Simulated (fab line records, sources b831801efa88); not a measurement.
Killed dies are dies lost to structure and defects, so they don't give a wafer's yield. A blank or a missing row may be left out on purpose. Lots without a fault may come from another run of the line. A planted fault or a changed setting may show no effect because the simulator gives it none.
Which tool did it? | flow gf180mcu | 12 lots, 34 wafers sampled, at 5 steps of a route of 602

WHAT THE GAUGES READ, wafer by wafer
GF_V3_THK_MEAS_01. Usual: V3_CVD_00_THK 595 nm, standard deviation 6.7.
lot  | measured     | on            | V3_CVD_00_THK (nm) | flag
L660 | day 21 18:10 | film_metro-04 | 593 582 593        |
L661 | day 21 19:31 | film_metro-04 | 589 588 589        |
L662 | day 22 09:40 | film_metro-01 | 597 597 593        |
L663 | day 22 20:32 | film_metro-03 | 592 586 596        |
L664 | day 23 01:35 | film_metro-04 | 604 591 606        |
L665 | day 23 02:45 | film_metro-01 | 592 596 598        |
L667 | day 23 23:23 | film_metro-03 | 601 606 592        |
L669 | day 24 14:27 | film_metro-04 | 588 590 602        |
L671 | day 25 08:55 | film_metro-01 | 598 591            |
L673 | day 26 02:51 | film_metro-01 | 597 597            |
L681 | day 28 11:47 | film_metro-01 | 585 592 581        |
L683 | day 28 19:33 | film_metro-04 | 601 599 589        |

GF_V3_BOW_MEAS_05. Usual: V3_BOW 117 um, standard deviation 8.9.
lot  | measured     | on            | V3_BOW (um) | flag
L660 | day 21 18:42 | film_metro-03 | 114 124 133 |
L661 | day 21 20:00 | film_metro-01 | 119 113 111 |
L662 | day 22 10:11 | film_metro-03 | 120 120 115 |
L663 | day 22 21:02 | film_metro-03 | 106 107 123 |
L664 | day 23 02:06 | film_metro-01 | 124 124 135 |
L665 | day 23 03:14 | film_metro-01 | 116 111 123 |
L667 | day 23 23:54 | film_metro-04 | 115 113 104 |
L669 | day 24 14:57 | film_metro-03 | 108 121 99  |
L671 | day 25 09:25 | film_metro-04 | 113 127 - - |
L673 | day 26 03:20 | film_metro-01 | 126 110 - - |
L681 | day 28 12:16 | film_metro-01 | 117 125 126 |
L683 | day 28 20:19 | film_metro-04 | 121 125 128 |

GF_V3_CD_MEAS_14: target cd 260 nm. Usual: cd_nm 260.3 nm, standard deviation 1.4.
lot  | measured     | on        | cd_nm (nm)        | flag
L660 | day 22 18:20 | cd_sem-02 | 260.1 260.2 259.0 |
L661 | day 22 19:17 | cd_sem-01 | 259.9 261.0 259.3 |
L662 | day 23 08:32 | cd_sem-02 | 260.2 260.8 261.8 |
L663 | day 23 19:33 | cd_sem-01 | 258.2 257.3 256.4 |
L664 | day 24 00:01 | cd_sem-02 | 261.5 262.4 261.9 |
L665 | day 24 01:29 | cd_sem-02 | 261.5 262.2 263.1 |
L667 | day 24 21:53 | cd_sem-02 | 261.7 261.2 261.7 |
L669 | day 25 12:07 | cd_sem-02 | 261.5 261.4 262.0 |
L671 | day 26 06:40 | cd_sem-02 | 260.3 260.5       |
L673 | day 27 00:50 | cd_sem-01 | 262.7 261.5       |
L681 | day 29 07:50 | cd_sem-01 | 256.0 256.8 258.8 |
L683 | day 29 15:59 | cd_sem-01 | 259.1 258.9 258.9 |

GF_V3_OVL_MEAS_15. Usual: V3_OVL 1 nm, standard deviation 6.1.
lot  | measured     | on         | V3_OVL (nm) | flag
L660 | day 22 18:28 | overlay-01 | 10 8 3      |
L661 | day 22 19:25 | overlay-01 | 14 6 6      |
L662 | day 23 08:37 | overlay-01 | 1 0 -3      |
L663 | day 23 19:39 | overlay-01 | -1 -11 -5   |
L664 | day 24 00:07 | overlay-02 | -1 0 -2     |
L665 | day 24 01:37 | overlay-02 | 1 10 0      |
L667 | day 24 22:00 | overlay-01 | -6 -4 -3    |
L669 | day 25 12:13 | overlay-01 | 13 5 10     |
L671 | day 26 06:47 | overlay-01 | 4 -5        |
L673 | day 27 00:57 | overlay-01 | -8 -6       |
L681 | day 29 07:58 | overlay-01 | 11 -5 7     |
L683 | day 29 16:04 | overlay-02 | -5 7 -1     |

WHICH TOOL RAN EACH LOT (tool, then ch and the chambers of the sampled wafers, then the start)
lot  | GF_V3_CMP_04
L660 | cmp-02 ch 0,2,3, day 21 18:30
L661 | cmp-01 ch 1,2,3, day 21 19:48
L662 | cmp-02 ch 0,3, day 22 09:49
L663 | cmp-01 ch 0,2,3, day 22 20:49
L664 | cmp-02 ch 0,1, day 23 01:49
L665 | cmp-01 ch 0,2,3, day 23 02:59
L667 | cmp-01 ch 0,1, day 23 23:36
L669 | cmp-01 ch 0,1,3, day 24 14:38
L671 | cmp-02 ch 1,2, day 25 09:07
L673 | cmp-02 ch 0,2, day 26 03:05
L681 | cmp-01 ch 0,2,3, day 28 12:04
L683 | cmp-01 ch 1,2, day 28 19:59
- GF_V3_CMP_04: polishes SiO2.

WHAT THE TOOLS THEMSELVES READ (means of the sampled wafers that have a number; where no wafer has one, the mark that the record gives instead)
GF_V3_CMP_04. Usual: motor_current_A 12.5 A, standard deviation 1.3; time_to_endpoint_s 84 s, standard deviation 6.5.
lot  | tool   | motor_current_A (A) | time_to_endpoint_s (s) | flag
L660 | cmp-02 | 12.6                | 84                     |
L661 | cmp-01 | 12.3                | 83                     |
L662 | cmp-02 | 13.1                | 93                     |
L663 | cmp-01 | 12.0                | 77                     |
L664 | cmp-02 | 14.3                | 84                     |
L665 | cmp-01 | 12.0                | 80                     |
L667 | cmp-01 | 11.3                | 77                     |
L669 | cmp-01 | 11.5                | 78                     |
L671 | cmp-02 | 12.8                | 96                     |
L673 | cmp-02 | 12.4                | 100                    |
L681 | cmp-01 | 11.9                | 90                     |
L683 | cmp-01 | 12.6                | 90                     |

THE ANSWER, worked out from the rows above alone
Rule: a lot is off if the mean of its wafers that have a number lies more than 3 standard deviations from the usual mean. A lot without any number at a reading at which 4 lots or more have one is off too. The other lots that the step has rows for count as sound. The gauges are gone through in route order, then the tools' own readings, and for those a lot's mean is taken as printed above. The first step at which some lot is off is used, and at that step the reading that is off furthest; a lot without a number counts as furthest.
No lot is off at any reading shown: from this, nothing can be told.

WHAT THE SIMULATOR HAD PUT IN
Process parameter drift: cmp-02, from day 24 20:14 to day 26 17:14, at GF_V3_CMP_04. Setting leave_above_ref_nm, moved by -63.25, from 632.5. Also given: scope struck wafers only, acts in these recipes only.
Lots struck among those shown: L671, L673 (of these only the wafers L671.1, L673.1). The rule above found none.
